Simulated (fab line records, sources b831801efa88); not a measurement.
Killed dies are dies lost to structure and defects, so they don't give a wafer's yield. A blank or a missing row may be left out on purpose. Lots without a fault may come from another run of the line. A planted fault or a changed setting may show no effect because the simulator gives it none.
Which tool did it? | flow sky130 | 12 lots, 36 wafers sampled, at 5 steps of a route of 708

WHAT THE GAUGES READ, wafer by wafer
SKY_SONOS_ONO_CD_MEAS_13: target cd 410 nm. Usual: cd_nm 409.7 nm, standard deviation 2.1.
lot  | measured     | on        | cd_nm (nm)        | flag
L161 | day 12 11:17 | cd_sem-02 | 409.8 409.4 408.6 |
L162 | day 13 02:46 | cd_sem-02 | 409.9 410.3 409.7 |
L163 | day 13 03:21 | cd_sem-01 | 410.5 408.3 408.7 |
L165 | day 14 01:19 | cd_sem-01 | 411.3 411.4 410.5 |
L167 | day 14 12:37 | cd_sem-01 | 412.7 410.9 411.3 |
L174 | day 17 03:20 | cd_sem-01 | 368.5 371.7 396.7 | OFF
L175 | day 17 10:26 | cd_sem-01 | 387.2 366.2 378.2 | OFF
L176 | day 18 01:36 | cd_sem-01 | 410.0 406.8 405.9 |
L180 | day 19 08:44 | cd_sem-01 | 411.4 411.1 409.4 |
L181 | day 19 09:31 | cd_sem-02 | 407.8 409.2 410.3 |
L182 | day 19 20:26 | cd_sem-02 | 409.4 411.7 409.7 |
L183 | day 20 01:37 | cd_sem-01 | 413.8 412.4 411.3 |

SKY_GATE_OXIDE_OVL_MEAS_10. Usual: GATE_OXIDE_OVL -0.4 nm, standard deviation 1.3.
lot  | measured     | on         | GATE_OXIDE_OVL (nm) | flag
L161 | day 13 15:40 | overlay-02 | -0.3 1.2 2.1        |
L162 | day 14 06:10 | overlay-01 | 0.4 -0.6 2.0        |
L163 | day 14 07:23 | overlay-01 | 0.2 -1.5 -0.4       |
L165 | day 15 06:01 | overlay-01 | 0.2 -0.8 0.3        |
L167 | day 15 18:04 | overlay-01 | 0.5 -2.8 -1.7       |
L174 | day 18 16:41 | overlay-01 | 1.8 0.6 -0.4        |
L175 | day 18 23:35 | overlay-02 | -1.7 0.7 0.8        |
L176 | day 19 14:47 | overlay-02 | 0.6 1.8 0.6         |
L180 | day 20 17:04 | overlay-01 | -1.1 -0.8 -0.5      |
L181 | day 20 18:46 | overlay-01 | -0.6 -2.3 -0.3      |
L182 | day 21 04:47 | overlay-01 | 0.4 -0.5 -0.1       |
L183 | day 21 11:07 | overlay-02 | -2.4 -0.7 -0.6      |

SKY_RES_PROTECT_TW_MEAS_08. Usual: POLY_GATE_TW 4026, standard deviation 25.
lot  | measured     | on            | POLY_GATE_TW   | flag
L161 | day 14 22:32 | film_metro-04 | 4034 4034 4035 |
L162 | day 15 12:14 | film_metro-04 | 4039 4039 4036 |
L163 | day 15 14:44 | film_metro-03 | 4008 4017 4053 |
L165 | day 16 13:41 | film_metro-03 | 4044 4046 4030 |
L167 | day 17 02:30 | film_metro-03 | 4055 4044 4044 |
L174 | day 20 04:38 | film_metro-01 | 4007 3975 3980 |
L175 | day 20 09:47 | film_metro-03 | 4034 4061 4040 |
L176 | day 21 02:53 | film_metro-01 | 4001 3964 3980 |
L180 | day 22 15:13 | film_metro-03 | 4014 4029 4034 |
L181 | day 22 15:36 | film_metro-01 | 4029 4014 3988 |
L182 | day 22 15:55 | film_metro-03 | 4028 4018 4029 |
L183 | day 22 21:13 | film_metro-01 | 4001 3996 4009 |

WHICH TOOL RAN EACH LOT (tool, then ch and the chambers of the sampled wafers, then the start)
lot  | SKY_SONOS_ONO_EXPOSE_10             | SKY_RES_PROTECT_STRIP_07
L161 | iline_stepper-02 ch 0, day 11 23:18 | plasma_asher-03 ch 0,1, day 14 22:26
L162 | iline_stepper-02 ch 0, day 12 14:40 | plasma_asher-03 ch 0, day 15 12:08
L163 | iline_stepper-01 ch 0, day 12 15:04 | plasma_asher-03 ch 0,1, day 15 14:38
L165 | iline_stepper-01 ch 0, day 13 11:55 | plasma_asher-01 ch 0, day 16 13:35
L167 | iline_stepper-01 ch 0, day 14 00:07 | plasma_asher-04 ch 0,1, day 17 02:25
L174 | iline_stepper-01 ch 0, day 16 14:02 | plasma_asher-01 ch 0,1, day 20 04:32
L175 | iline_stepper-01 ch 0, day 16 20:54 | plasma_asher-03 ch 0,1, day 20 09:41
L176 | iline_stepper-02 ch 0, day 17 12:01 | plasma_asher-01 ch 0,1, day 21 02:47
L180 | iline_stepper-02 ch 0, day 18 18:04 | plasma_asher-04 ch 0,1, day 22 15:07
L181 | iline_stepper-02 ch 0, day 18 18:43 | plasma_asher-03 ch 0,1, day 22 15:31
L182 | iline_stepper-02 ch 0, day 19 04:44 | plasma_asher-01 ch 0,1, day 22 15:49
L183 | iline_stepper-02 ch 0, day 19 09:38 | plasma_asher-04 ch 0,1, day 22 21:07
- SKY_SONOS_ONO_EXPOSE_10: exposes mask ONOM, target cd 410 nm.
- SKY_RES_PROTECT_STRIP_07: strips in O2/N2.

WHAT THE TOOLS THEMSELVES READ (means of the sampled wafers that have a number; where no wafer has one, the mark that the record gives instead)
SKY_SONOS_ONO_EXPOSE_10. Usual: exposure_dose_mJ_cm2 147.76, standard deviation 0.15.
lot  | tool             | exposure_dose_mJ_cm2 | flag
L161 | iline_stepper-02 | 147.69               |
L162 | iline_stepper-02 | 147.91               |
L163 | iline_stepper-01 | 147.62               |
L165 | iline_stepper-01 | 147.96               |
L167 | iline_stepper-01 | 147.79               |
L174 | iline_stepper-01 | 147.78               |
L175 | iline_stepper-01 | 147.69               |
L176 | iline_stepper-02 | 147.92               |
L180 | iline_stepper-02 | 147.94               |
L181 | iline_stepper-02 | 147.69               |
L182 | iline_stepper-02 | 147.80               |
L183 | iline_stepper-02 | 147.79               |

SKY_RES_PROTECT_STRIP_07. Usual: drypump_motor_current_A 5.9 A, standard deviation 0.43; oes_product_au 0.516 a.u., standard deviation 0.0045; strip_time_to_endpoint_s 23.35 s, standard deviation 0.041.
lot  | tool            | drypump_motor_current_A (A) | oes_product_au (a.u.) | strip_time_to_endpoint_s (s) | flag
L161 | plasma_asher-03 | 5.6                         | 0.511                 | 23.34                        |
L162 | plasma_asher-03 | 5.8                         | 0.516                 | 23.37                        |
L163 | plasma_asher-03 | 5.7                         | 0.517                 | 23.35                        |
L165 | plasma_asher-01 | 5.4                         | 0.521                 | 23.43                        |
L167 | plasma_asher-04 | 6.0                         | 0.517                 | 23.41                        |
L174 | plasma_asher-01 | 5.7                         | 0.517                 | 23.32                        |
L175 | plasma_asher-03 | 5.6                         | 0.514                 | 23.31                        |
L176 | plasma_asher-01 | 6.1                         | 0.518                 | 23.31                        |
L180 | plasma_asher-04 | 6.0                         | 0.515                 | 23.34                        |
L181 | plasma_asher-03 | 5.6                         | 0.513                 | 23.31                        |
L182 | plasma_asher-01 | 5.7                         | 0.519                 | 23.46                        |
L183 | plasma_asher-04 | 6.3                         | 0.522                 | 23.40                        |

THE ANSWER, worked out from the rows above alone
Rule: a lot is off if the mean of its wafers that have a number lies more than 3 standard deviations from the usual mean. A lot without any number at a reading at which 4 lots or more have one is off too. The other lots that the step has rows for count as sound. The gauges are gone through in route order, then the tools' own readings, and for those a lot's mean is taken as printed above. The first step at which some lot is off is used, and at that step the reading that is off furthest; a lot without a number counts as furthest.
Off: L174, L175, at SKY_SONOS_ONO_CD_MEAS_13 (cd_nm).
A tool fits if, at a process step before that reading, it ran every lot that is off, and no sound lot after the first of them. The gauges at SKY_SONOS_ONO_CD_MEAS_13 are tried like those tools. One fits: iline_stepper-01 at SKY_SONOS_ONO_EXPOSE_10. Its last sound lot is L167 (day 14 00:07), its first lot that is off L174 (day 16 14:02): a fault that began between those two fits.

WHAT THE SIMULATOR HAD PUT IN
Process parameter drift: iline_stepper-01, from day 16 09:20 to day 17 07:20, at SKY_SONOS_ONO_EXPOSE_10. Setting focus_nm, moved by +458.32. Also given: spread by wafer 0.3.
Lots struck among those shown: L174, L175. The rule above found the same.
